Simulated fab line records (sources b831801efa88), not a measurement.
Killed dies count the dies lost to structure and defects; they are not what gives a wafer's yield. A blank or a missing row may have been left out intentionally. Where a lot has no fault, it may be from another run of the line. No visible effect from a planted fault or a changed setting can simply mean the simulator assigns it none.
Comparing a struck lot with a sound one | flow sfq line | 25 out of 325 route steps
Sound: these wafers, L407.3, L407.5, L407.6. Struck: wafer L425.3. (L425.4, L425.6 of the same lot were not struck and are left out.) The cause comes at the end.
Order at every step that has rows: each side's tool, ch and its chambers, its first start. Under that, the readings that differ: sound wafers | struck wafers | difference of the means | sigmas: that difference in standard deviations of wafers without a fault.
alike: same words and numbers on both sides, and readings whose means sit less than 2 such deviations apart. not compared: any withheld reading, any reading some wafer has no value for, any bound like >300 that may hide the same value, and any number with overlapping values for which the record gives no deviation.
The two part at a step that has a row with sigmas, a row that says differs or no value, or rows on one side only. Non-overlapping numbers with no deviation appear without sigmas and do not part them. A reading that every wafer of one side lacks parts them only if that side has two wafers or more.

first, 6 steps without rows for these wafers: SFQ_TRILAYER_M7_LITHO_COAT_182 (resist thk 62 nm); SFQ_TRILAYER_M7_LITHO_COAT_177 (resist thk 600 nm); SFQ_TRILAYER_M7_LITHO_SOFTBAKE_181; SFQ_TRILAYER_M7_LITHO_EXPOSE_178 (exposes mask M7, target cd 500 nm); SFQ_TRILAYER_M7_LITHO_PEB_180 (peb time 60 s); SFQ_TRILAYER_M7_LITHO_DEVELOP_179 (time 60 s).
SFQ_M7_OVL_MEAS_945:
  sound on overlay-02, day 69 16:22; struck on overlay-01, day 78 16:55
  alike: M7_OVL
SFQ_TRILAYER_M7_BARC_OPEN_METAL_ETCH_229: etches BARC in O2, target depth 125 nm, time 41.7 s.
  sound on rie metal-04 ch 0,1, day 69 16:24; struck on rie metal-02 ch 0, day 78 16:57
  alike: drypump motor current A, oes product au
  not compared: rf hours counter h
then, 1 step without rows for these wafers: SFQ_TRILAYER_M7_ETCH_METAL_ETCH_180 (etches Nb in Cl2/Ar, stops on SiO2, target depth 240 nm, time 120 s).
SFQ_TRILAYER_M7_STRIP_STRIP_181: strips in O2.
  sound on rie metal-04 ch 0,1, day 69 16:46; struck on rie metal-02 ch 0, day 78 17:19
  alike: drypump motor current A, oes product au
  not compared: rf hours counter h
then, 1 step without rows for these wafers: SFQ_TRILAYER_M7_STRIP_SOLV_CLEAN_182 (cleans in NMP, time 600 s).
SFQ_TRILAYER_I7_DEP_PECVD_183: deposits SiO2 from SiH4/N2O, time 111.11 s, target thk 500 nm.
  sound on pecvd-02 ch 1,2, day 69 17:20; struck on pecvd-02 ch 1, day 78 17:53
  reading                | sound          | struck | difference | sigmas
  throttle valve pct (%) | 24.7 24.4 24.6 | 22.3   | -2.3       | -2
  alike: heater power w
  not compared: since wet clean h
SFQ_TRILAYER_I7_CMP_CMP_184: polishes SiO2.
  sound on cmp-01 ch 1,2, day 69 17:55; struck on cmp-02 ch 2, day 79 08:27
  reading                                             | sound             | struck | difference | sigmas
  time to endpoint s (s)                              | 209 220 225       | 199    | -19        | -2
  model.SiO2_of_TRILAYER_I7_DEP_PECVD_183.thk nm (nm) | 200.4 200.5 203.2 | 219.4  | +18.0      |
  alike: motor current A
SFQ_I7_BOW_MEAS_946:
  sound on film metro-02, day 69 20:28; struck on film metro-03, day 79 11:29
  reading     | sound    | struck | difference | sigmas
  I7_BOW (um) | -3 -5 -8 | 26     | +31        | +3
SFQ_TRILAYER_I7_METRO_MEASURE_185:
  sound on film metro-02, day 69 20:56; struck on film metro-03, day 79 11:58
  reading     | sound             | struck | difference | sigmas
  thk nm (nm) | 200.2 200.5 203.0 | 219.3  | +18.1      | +13
then, 6 steps without rows for these wafers: SFQ_TRILAYER_I7_VIA_LITHO_COAT_192 (resist thk 62 nm); SFQ_TRILAYER_I7_VIA_LITHO_COAT_187 (resist thk 650 nm); SFQ_TRILAYER_I7_VIA_LITHO_SOFTBAKE_191; SFQ_TRILAYER_I7_VIA_LITHO_EXPOSE_188 (exposes mask I7, target cd 1000 nm); SFQ_TRILAYER_I7_VIA_LITHO_PEB_190 (peb time 60 s); SFQ_TRILAYER_I7_VIA_LITHO_DEVELOP_189 (time 60 s).
-- the record jumps here: 4 days lie between the struck wafers' starts before and after --
SFQ_I7_OVL_MEAS_947:
  sound on overlay-02, day 74 05:55; struck on overlay-01, day 83 04:07
  reading     | sound  | struck | difference | sigmas
  I7_OVL (nm) | -2 6 3 | -10    | -12        | -3
SFQ_TRILAYER_I7_VIA_BARC_OPEN_VIA_ETCH_260: etches BARC in O2, target depth 125 nm, time 41.7 s.
  sound on rie diel-04 ch 0,2,3, day 74 05:56; struck on rie diel-02 ch 0, day 83 04:08
  alike: drypump motor current A, oes product au
  not compared: rf hours counter h
SFQ_TRILAYER_I7_VIA_ETCH_VIA_ETCH_190: etches SiO2 in CHF3, stops on Nb, target depth 260 nm.
  sound on rie diel-04 ch 0,2,3, day 74 05:59; struck on rie diel-02 ch 0, day 83 04:11
  reading                        | sound             | struck | difference | sigmas
  oes product au (a.u.)          | 0.851 0.855 0.864 | 0.903  | +0.046     | +8
  model.etch.depth nm (nm)       | 200.4 200.5 203.2 | 219.4  | +18.0      |
  model.I7.feature depth nm (nm) | 200.4 200.5 203.2 | 219.4  | +18.0      |
  alike: drypump motor current A
SFQ_TRILAYER_I7_VIA_STRIP_STRIP_191: strips in O2.
  sound on rie metal-03 ch 0,1, day 74 06:17; struck on rie metal-03 ch 0, day 83 04:29
  alike: drypump motor current A, oes product au
  not compared: rf hours counter h

WHERE THEY PART
First at SFQ_TRILAYER_I7_DEP_PECVD_183; last, within this record, at SFQ_TRILAYER_I7_VIA_ETCH_VIA_ETCH_190. Later steps at which nothing parts them and some readings are alike: SFQ_TRILAYER_I7_VIA_STRIP_STRIP_191.

WHY: whatever the simulator had introduced
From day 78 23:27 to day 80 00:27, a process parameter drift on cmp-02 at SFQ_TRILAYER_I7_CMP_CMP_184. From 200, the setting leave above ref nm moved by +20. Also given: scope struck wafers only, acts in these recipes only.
